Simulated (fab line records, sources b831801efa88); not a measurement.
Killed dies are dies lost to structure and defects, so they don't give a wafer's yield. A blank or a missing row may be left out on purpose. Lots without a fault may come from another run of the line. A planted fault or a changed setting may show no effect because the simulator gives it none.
A struck lot beside a sound one | flow gf180mcu | 16 steps out of a route of 602
Sound: wafers L678.2, L678.4, L678.5. Struck: wafer L683.3. (L683.2, L683.6 of the same lot were not struck and are left out.) The cause comes at the end.
At each step with rows: each side's tool, then ch and its chambers, then its first start. Under that, the readings that differ: sound wafers | struck wafers | difference of the means | sigmas: that difference in standard deviations of wafers without a fault.
alike: readings whose means differ by less than 2 such deviations, and words and numbers that are the same on both sides. not compared: withheld readings, readings that some wafer has no value for, bounds like >300 that may hide the same value, and numbers for which the record gives no deviation and whose values overlap.
The two part at a step that has a row with sigmas, a row that says differs or no value, or rows on one side only. Numbers that don't overlap but have no deviation are shown without sigmas and don't part them. A reading that every wafer of one side lacks parts them only if that side has two wafers or more.

first, 6 steps without rows for these wafers: GF_M3_HMDS_08 (prime time 60 s); GF_M3_COAT_09 (resist thk 1000 nm); GF_M3_SOFTBAKE_10 (time 60 s); GF_M3_EXPOSE_11 (exposes mask Metal3, target cd 280 nm); GF_M3_PEB_12 (peb time 90 s); GF_M3_DEVELOP_13 (develop time 60 s).
GF_M3_CD_MEAS_14: target cd 280 nm.
  sound on cd_sem-01, day 23 02:11; struck on cd_sem-01, day 24 19:49
  alike: cd_nm
GF_M3_OVL_MEAS_15:
  sound on overlay-02, day 23 02:17; struck on overlay-02, day 24 19:56
  reading     | sound  | struck | difference | sigmas
  M3_OVL (nm) | 5 5 11 | -6     | -13        | -2
GF_M3_METAL_ETCH_16: etches the open film in Cl2/BCl3, stops on SiO2, target depth 627.5 nm, time 104.6 s.
  sound on rie_metal-01 ch 0, day 23 02:21; struck on rie_metal-02 ch 0, day 24 19:59
  alike: bcl3_flow_sccm, drypump_motor_current_A, he_backside_leak_sccm, oes_product_au, throttle_valve_pct
  not compared: rf_hours_counter_h
GF_M3_STRIP_17: strips in O2/N2.
  sound on plasma_asher-01 ch 0,1, day 23 02:32; struck on plasma_asher-02 ch 0, day 24 20:11
  alike: drypump_motor_current_A, heater_power_w, o2_flow_sccm, oes_product_au, strip_time_to_endpoint_s
  not compared: rf_hours_counter_h
then, 2 steps without rows for these wafers: GF_M3_STRIP_18 (strips in post etch residue remover, time 1200 s); GF_M3_CLEAN_19 (cleans in DIW).
GF_V3_CVD_00: deposits SiO2, target thk 600 nm, time 100 s.
  sound on hdpcvd-01 ch 0,1, day 23 03:04; struck on hdpcvd-01 ch 0, day 24 20:43
  reading                             | sound             | struck | difference | sigmas
  sih4_flow_sccm (sccm)               | 59.49 60.12 60.04 | 89.98  | +30.10     | +99 or more
  model.SiO2_of_V3_CVD_00.thk_nm (nm) | 621.1 609.9 612.5 | 901    | +286       |
GF_V3_THK_MEAS_01:
  sound on film_metro-02, day 23 03:09; struck on film_metro-02, day 24 20:48
  reading            | sound       | struck | difference | sigmas
  V3_CVD_00_THK (nm) | 621 610 613 | 901    | +286       | +50
GF_V3_CVD_02: deposits SiO2 from TEOS, target thk 850 nm, time 94.851 s.
  sound on pecvd-03 ch 0,2, day 23 03:12; struck on pecvd-01 ch 1, day 24 20:51
  reading            | sound       | struck | difference | sigmas
  heater_power_w (W) | 479 635 531 | 849    | +301       | +3
GF_PASSIVATION_PROBE_99:
  the record has rows for the sound wafers here (prober-02, day 30 16:01) and none for the struck ones

WHERE THEY PART
First at GF_M3_OVL_MEAS_15; last, within this record, at GF_PASSIVATION_PROBE_99.

WHY: what the simulator had put in
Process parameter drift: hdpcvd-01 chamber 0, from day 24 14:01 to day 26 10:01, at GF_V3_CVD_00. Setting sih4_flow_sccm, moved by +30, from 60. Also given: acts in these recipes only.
